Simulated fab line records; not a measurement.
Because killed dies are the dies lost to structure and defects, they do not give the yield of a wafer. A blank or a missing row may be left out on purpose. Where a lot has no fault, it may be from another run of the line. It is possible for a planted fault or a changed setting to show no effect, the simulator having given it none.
A struck lot beside a sound one    flow sky130    31 out of 708 route steps
Sound: wafers L630.2, L630.3, L630.5. Struck: wafer L640.4 (L640.1, L640.2, from the same lot, were not struck and are left out); the cause is given at the end.
Per side, at each step with rows, come the tool, then ch with its chambers, and then its first start. Under that, the readings that differ: sound wafers    struck wafers    difference of the means    sigmas: that difference in standard deviations of wafers without a fault.
alike: words and numbers the same on both sides, and readings whose means are apart by under 2 such deviations; not compared: readings that were withheld, readings missing a value for some wafer, numbers with overlapping values and no deviation given by the record, and bounds like >300 which may hide the same value.
Wherever a step has rows on one side only, a row that says differs or no value, or a row with sigmas, the two part there. Non-overlapping numbers with no deviation appear without sigmas and do not part them. A reading that every wafer of one side lacks parts them only if that side has two wafers or more.

SKY_LI_CONTACT_OVL_MEAS_13:
  sound: overlay-01 at day 31 08:19; struck: overlay-01 at day 35 03:53
  alike: LI_CONTACT_OVL
then, 1 step without rows for these wafers: SKY_LI_CONTACT_ETCH_14 (etches BARC in N2/H2, stops on SiO2, time 45.9 s, target depth 60 nm).
SKY_LI_CONTACT_ETCH_15: etches PSG in C4F8/O2/Ar, stops on Si, target depth 600 nm.
  sound on rie_diel-03 ch 2,3, day 31 08:23; struck on rie_diel-01 ch 2, day 35 03:58
  alike: oes_product_au
SKY_LI_CONTACT_STRIP_16: strips in O2/N2.
  sound on plasma_asher-02 ch 0,1, day 31 08:28; struck on plasma_asher-03 ch 1, day 35 04:03
reading                      sound        struck  difference  sigmas
drypump_motor_current_A (A)  6.2 4.7 4.7  6.3     +1.1        +2
  alike: oes_product_au, strip_time_to_endpoint_s
  not compared: rf_hours_counter_h
then, 3 steps without rows for these wafers: SKY_LI_CONTACT_CLEAN_17 (cleans in NMP, time 600 s); SKY_LI_CONTACT_PRE_CLEAN_18 (time 5.6 s); SKY_LI_CONTACT_SPUTTER_19 (material Ti, target thk 20 nm, time 106.37 s).
SKY_LI_CONTACT_SPUTTER_20: material TiN, target thk 20 nm, time 80 s.
  sound: pvd_sputter-04 at day 31 08:50; struck: pvd_sputter-02 at day 35 04:26
  alike: throttle_valve_pct
SKY_LI_CONTACT_CVD_21: deposits W, target thk 400 nm, time 120.56 s.
  sound on cvd_w-01 ch 0, day 31 08:54; struck on cvd_w-02 ch 0, day 35 04:29
reading                   sound          struck  difference  sigmas
heater_power_outer_w (W)  607 619 630    481     -138        -2
heater_power_w (W)        1002 986 1010  818     -181        -3
  alike: chamber_pressure_Torr
SKY_LI_CONTACT_RS_MEAS_22: uses a four-point probe to measure.
  sound: film_metro-03 at day 31 09:02; struck: film_metro-01 at day 35 04:37
  alike: LI_CONTACT_W_RS
SKY_LI_CONTACT_THK_MEAS_23: measures by xrf.
  sound: film_metro-03 at day 31 09:09; struck: film_metro-01 at day 35 04:44
  alike: LI_CONTACT_W_THK
SKY_LI_CONTACT_CMP_24: polishes, stops on PSG, t overpolish 20 s, target thk 0 nm.
  sound on cmp-01 ch 0,1, day 31 09:15; struck on cmp-02 ch 0, day 35 04:51
  alike: motor_current_A, overpolish_run_s, time_to_endpoint_s
SKY_LOCAL_INTERCONNECT_SPUTTER_00: material TiN, target thk 100 nm, time 83.3 s.
  sound: pvd_sputter-03 at day 31 09:30; struck: pvd_sputter-03 at day 35 05:06
reading                                                 sound              struck  difference  sigmas
model.TiN_of_LOCAL_INTERCONNECT_SPUTTER_00.thk_nm (nm)  102.6 102.7 101.2  104.1   +1.9        
  alike: throttle_valve_pct
SKY_LOCAL_INTERCONNECT_RS_MEAS_01: uses a four-point probe to measure.
  sound: film_metro-03 at day 31 09:35; struck: film_metro-04 at day 35 05:10
  alike: LOCAL_INTERCONNECT_TIN_RS
SKY_LOCAL_INTERCONNECT_THK_MEAS_02: measures by xrf.
  sound: film_metro-03 at day 31 09:41; struck: film_metro-04 at day 35 05:17
reading                          sound              struck  difference  sigmas
LOCAL_INTERCONNECT_TIN_THK (nm)  101.4 101.1 100.0  103.7   +2.9        +3
then, 8 steps without rows for these wafers: SKY_LOCAL_INTERCONNECT_DEHYDRATE_03 (time 60 s); SKY_LOCAL_INTERCONNECT_HMDS_04 (prime time 60 s); SKY_LOCAL_INTERCONNECT_COAT_05 (resist thk 60 nm); SKY_LOCAL_INTERCONNECT_COAT_06 (resist thk 450 nm); SKY_LOCAL_INTERCONNECT_SOFTBAKE_07 (time 90 s); SKY_LOCAL_INTERCONNECT_EXPOSE_08 (exposes mask LI1M, target cd 170 nm); SKY_LOCAL_INTERCONNECT_PEB_09; SKY_LOCAL_INTERCONNECT_DEVELOP_10 (develop time 60 s).
SKY_LOCAL_INTERCONNECT_CD_MEAS_11 targets a cd of 170 nm.
  sound: cd_sem-01 at day 32 16:38; struck: cd_sem-02 at day 36 07:59
  alike: cd_nm
SKY_LOCAL_INTERCONNECT_OVL_MEAS_12:
  sound: overlay-01 at day 32 16:44; struck: overlay-02 at day 36 08:06
  alike: LOCAL_INTERCONNECT_OVL
then, 1 step without rows for these wafers: SKY_LOCAL_INTERCONNECT_ETCH_13 (etches BARC in N2/H2, stops on SiO2, time 45.9 s, target depth 60 nm).
SKY_LOCAL_INTERCONNECT_METAL_ETCH_14: etches TiN in Cl2/BCl3, stops on PSG, target depth 110 nm, time 31.4 s.
  sound on rie_metal-02 ch 0,1, day 32 16:50; struck on rie_metal-03 ch 1, day 36 08:12
reading                                         sound              struck  difference  sigmas
drypump_motor_current_A (A)                     6.1 5.6 5.6        4.6     -1.2        -2
model.LOCAL_INTERCONNECT.feature_depth_nm (nm)  102.6 102.7 101.2  104.1   +1.9        
model.etch.depth_nm (nm)                        102.6 102.7 101.2  104.1   +1.9        
  alike: oes_product_au, throttle_valve_pct
  not compared: rf_hours_counter_h
then, 1 step without rows for these wafers: SKY_LOCAL_INTERCONNECT_STRIP_15 (strips in O2/N2).
SKY_LOCAL_INTERCONNECT_STRIP_16: strips in post etch residue remover, time 1200 s.
  sound on wet_bench-04 ch 3, day 32 16:59; struck on wet_bench-04 ch 3, day 36 08:21
reading                                                 sound              struck  difference  sigmas
model.TiN_of_LOCAL_INTERCONNECT_SPUTTER_00.thk_nm (nm)  102.2 102.3 100.8  103.6   +1.8        
then, 1 step without rows for these wafers: SKY_LOCAL_INTERCONNECT_CLEAN_17 (cleans in IPA, time 180 s).
-- record jumps: 14 days separate the struck wafers' starts on either side; left off in module LOCAL_INTERCONNECT, taken up again in module PAD_OPEN, whose first shown step is the route's number 708 --
SKY_PAD_OPEN_PROBE_99:
  sound: prober-01 at day 47 22:40; struck: prober-02 at day 50 13:46
reading                         sound              struck  difference  sigmas
model.etest.res_li.line_ohm_um  72.57 73.77 73.7   71.98   -1.37       
model.etest.res_li.rs_ohm_sq    12.47 12.45 12.57  12.22   -0.28       
  alike: killed_at_M0_to_M3, killed_at_M4_up, killed_at_contacts, killed_at_front_end, killed_at_other, killed_dies, killed_open, killed_short

== WHERE THEY PART ==
At SKY_LI_CONTACT_STRIP_16 first; at SKY_LOCAL_INTERCONNECT_METAL_ETCH_14 last (within this record only). Later steps at which nothing parts them and some readings are alike: SKY_PAD_OPEN_PROBE_99.

WHY: whatever the simulator had introduced
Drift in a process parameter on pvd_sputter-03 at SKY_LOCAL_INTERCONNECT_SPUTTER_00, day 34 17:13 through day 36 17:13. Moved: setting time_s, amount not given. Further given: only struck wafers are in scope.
